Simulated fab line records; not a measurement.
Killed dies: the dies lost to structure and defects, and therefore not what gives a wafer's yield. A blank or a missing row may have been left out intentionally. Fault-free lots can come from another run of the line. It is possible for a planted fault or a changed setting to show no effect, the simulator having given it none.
Chamber matching	flow sky130	4 sister chambers for SKY_VIA1_CMP_02 on cmp-01
The step polishes SiO2. 33 wafers are shown with their chamber, then 12 later ones without.

== EACH WAFER AND ITS CHAMBER ==
wafer	chamber	motor_current_A (A)
L076.2	2	12.1
L076.4	3	14.5
L076.5	0	10.9
L079.2	2	11.7
L079.5	0	11.3
L079.6	3	14.1
L078.1	3	13.6
L078.2	2	12.1
L078.6	2	12.2
L078.3	0	11.5
L078.4	1	13.9
L078.5	3	14.4
L080.2	2	11.3
L080.4	3	13.7
L080.6	2	11.8
L081.1	2	11.7
L081.4	3	13.8
L081.5	0	11.2
L082.4	0	11.2
L082.5	1	13.4
L082.6	0	11.2
L085.1	0	11.6
L085.2	3	14.1
L085.5	1	14.2
L086.3	0	11.1
L086.5	3	14.4
L086.6	0	11.3
L089.1	3	14.5
L089.5	3	14.0
L089.6	2	11.7
L090.1	3	13.9
L090.5	3	13.3
L090.6	0	11.0

SIGNATURES (averages over the wafers above)
reading	chamber 0	chamber 1	chamber 2	chamber 3	scatter within a chamber
motor_current_A	11.230	13.833	11.825	14.025	0.32
Rule: for each reading, subtract the chamber's mean from the wafer's reading, divide by that reading's scatter and square the result; add these up over the readings and take the root, which gives the wafer's distance from the chamber. If the next closest chamber is less than 2 further off than the closest, the wafer can't be placed; otherwise it belongs to the closest. How the scatter is found: for the shown wafers, subtract from each reading the mean of its chamber, square and add these, divide the total by (wafers less chambers), then take the root.

== WAFERS WITH NO CHAMBER GIVEN ==
wafer	motor_current_A (A)
L091.3	12.0
L091.4	13.4
L091.5	13.8
L094.1	11.2
L094.3	12.2
L094.6	11.5
L096.2	14.0
L096.3	11.5
L096.4	11.4
L097.3	14.1
L097.4	12.1
L097.5	14.2

== EACH ONE'S CHAMBER ==
wafer	from the rows above	in truth
L091.3	can't be placed: 2 or 0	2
L091.4	can't be placed: 1 or 3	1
L091.5	can't be placed: 1 or 3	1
L094.1	can't be placed: 0 or 2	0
L094.3	can't be placed: 2 or 0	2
L094.6	can't be placed: 0 or 2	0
L096.2	can't be placed: 3 or 1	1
L096.3	can't be placed: 0 or 2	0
L096.4	can't be placed: 0 or 2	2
L097.3	can't be placed: 3 or 1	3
L097.4	can't be placed: 2 or 0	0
L097.5	can't be placed: 3 or 1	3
Correctly placed: 0 of 12. Can't be placed from these rows: 12 (the true chamber is among the candidates in 12). Wrongly placed: 0.
